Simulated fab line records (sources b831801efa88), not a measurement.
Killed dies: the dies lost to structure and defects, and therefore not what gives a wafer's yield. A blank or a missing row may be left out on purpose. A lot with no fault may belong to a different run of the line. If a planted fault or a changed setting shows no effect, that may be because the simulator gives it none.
Tool commonality check | flow sky130 | Lots sampled 10, wafers sampled 30

## REASON IT WAS OPENED
Of 10 lots, 1 have the reading SPACER_CVD_00_THK flagged at SKY_SPACER_THK_MEAS_01. Fault-free wafers read 43.1 nm, with a standard deviation of 0.45.
Rule: a lot is flagged in two cases, either no wafer of it has a number, or all its wafers with numbers fall more than 4 standard deviations from that mean. The rest of the lots are taken to be sound.

lot  | measured     | on            | SPACER_CVD_00_THK (nm), wafer by wafer | flag
L349 | day 22 12:05 | film metro-01 | 42.9 43.0 42.7                         |
L350 | day 22 23:44 | film metro-02 | 43.0 42.9 42.8                         |
L353 | day 24 04:05 | film metro-03 | 43.5 43.2 43.3                         |
L354 | day 24 20:01 | film metro-02 | 42.4 42.7 42.9                         |
L357 | day 26 00:46 | film metro-02 | 42.6 42.6 42.6                         |
L359 | day 26 19:10 | film metro-01 | 42.6 42.3 42.3                         |
L360 | day 27 04:37 | film metro-02 | 42.7 42.5 42.9                         |
L362 | day 27 14:22 | film metro-01 | 42.8 43.1 42.4                         |
L363 | day 28 05:20 | film metro-03 | 43.4 43.5 43.5                         |
L365 | day 28 15:59 | film metro-03 | 33.0 33.1 33.1                         | FLAGGED
On average the flagged lots' numbers are 33.1 nm, which is -10.0 nm against the usual, or -22 standard deviations.

## WHICH TOOL RAN EACH LOT
Before the reading, the record contains 2 process steps out of a 708-step route. Every cell lists first the tool, next ch and the chambers used by the sampled wafers, and last the start.
lot  | flag    | SKY_RES_PROTECT_STRIP_07             | SKY_SPACER_CVD_00
L349 |         | plasma asher-04 ch 1, day 14 22:11   | lpcvd-02 ch 1, day 22 10:53
L350 |         | plasma asher-01 ch 0,1, day 15 07:55 | lpcvd-02 ch 0, day 22 22:31
L353 |         | plasma asher-01 ch 0,1, day 16 07:19 | lpcvd-02 ch 0, day 24 02:51
L354 |         | plasma asher-01 ch 0,1, day 16 20:08 | lpcvd-02 ch 1, day 24 18:49
L357 |         | plasma asher-04 ch 0,1, day 18 03:08 | lpcvd-02 ch 0, day 25 23:33
L359 |         | plasma asher-04 ch 0, day 18 17:05   | lpcvd-02 ch 0, day 26 17:58
L360 |         | plasma asher-02 ch 0,1, day 19 04:56 | lpcvd-02 ch 0, day 27 03:25
L362 |         | plasma asher-02 ch 0,1, day 19 19:25 | lpcvd-02 ch 1, day 27 13:08
L363 |         | plasma asher-02 ch 0,1, day 20 10:07 | lpcvd-02 ch 0, day 28 04:05
L365 | FLAGGED | plasma asher-02 ch 0,1, day 21 00:07 | lpcvd-02 ch 0, day 28 14:10
These steps, and what they do:
- SKY_RES_PROTECT_STRIP_07: strips in O2/N2.
- SKY_SPACER_CVD_00: deposits Si3N4 from DCS/NH3, target thk 43.1 nm, time 740 s.
- SKY_SPACER_THK_MEAS_01

## FLAGGED AGAINST TOTAL, ONE TOOL AT A TIME (gauges that did the reading follow at the end)
step                     | tool            | lots run | flagged | share of the flagged lots | sound lots run after its first flagged lot
SKY_RES_PROTECT_STRIP_07 | plasma asher-01 | 3        | 0       | none                      | -
SKY_RES_PROTECT_STRIP_07 | plasma asher-02 | 4        | 1       | all                       | 0
SKY_RES_PROTECT_STRIP_07 | plasma asher-04 | 3        | 0       | none                      | -
SKY_SPACER_CVD_00        | lpcvd-02        | 10       | 1       | all                       | 0
SKY_SPACER_THK_MEAS_01   | film metro-01   | 3        | 0       | none                      | -
SKY_SPACER_THK_MEAS_01   | film metro-02   | 4        | 0       | none                      | -
SKY_SPACER_THK_MEAS_01   | film metro-03   | 3        | 1       | all                       | 0

## WHAT IS ALLOWED BY THE TABLE
In the table, 3 rows ran each flagged lot (plasma asher-02 at SKY_RES_PROTECT_STRIP_07; lpcvd-02 at SKY_SPACER_CVD_00; film metro-03 at SKY_SPACER_THK_MEAS_01).
- plasma asher-02 at SKY_RES_PROTECT_STRIP_07: 1 of its 4 lots flagged. It ran its last sound lot, L363, at day 20 10:07 and its first flagged lot, L365, at day 21 00:07: a fault with its onset between the two fits.
- lpcvd-02 at SKY_SPACER_CVD_00: 1 of its 10 lots flagged. It ran its last sound lot, L363, at day 28 04:05 and its first flagged lot, L365, at day 28 14:10: a fault with its onset between the two fits. Its own readings lie more than 4 standard deviations out on every wafer of the flagged lots: spike tc bottom C, spike tc centre C, spike tc lower C, spike tc top C, spike tc upper C, susceptor temp C.
- film metro-03 at SKY_SPACER_THK_MEAS_01: 1 of its 3 lots flagged. It ran its last sound lot, L363, at day 28 05:20 and its first flagged lot, L365, at day 28 15:59: a fault with its onset between the two fits.
Counting lots can't tell these 3 tools apart, because each fits a fault that began at some hour. More lots, or a look at what each step does to the wafer, might.

## WHAT THE SIMULATOR PUT IN
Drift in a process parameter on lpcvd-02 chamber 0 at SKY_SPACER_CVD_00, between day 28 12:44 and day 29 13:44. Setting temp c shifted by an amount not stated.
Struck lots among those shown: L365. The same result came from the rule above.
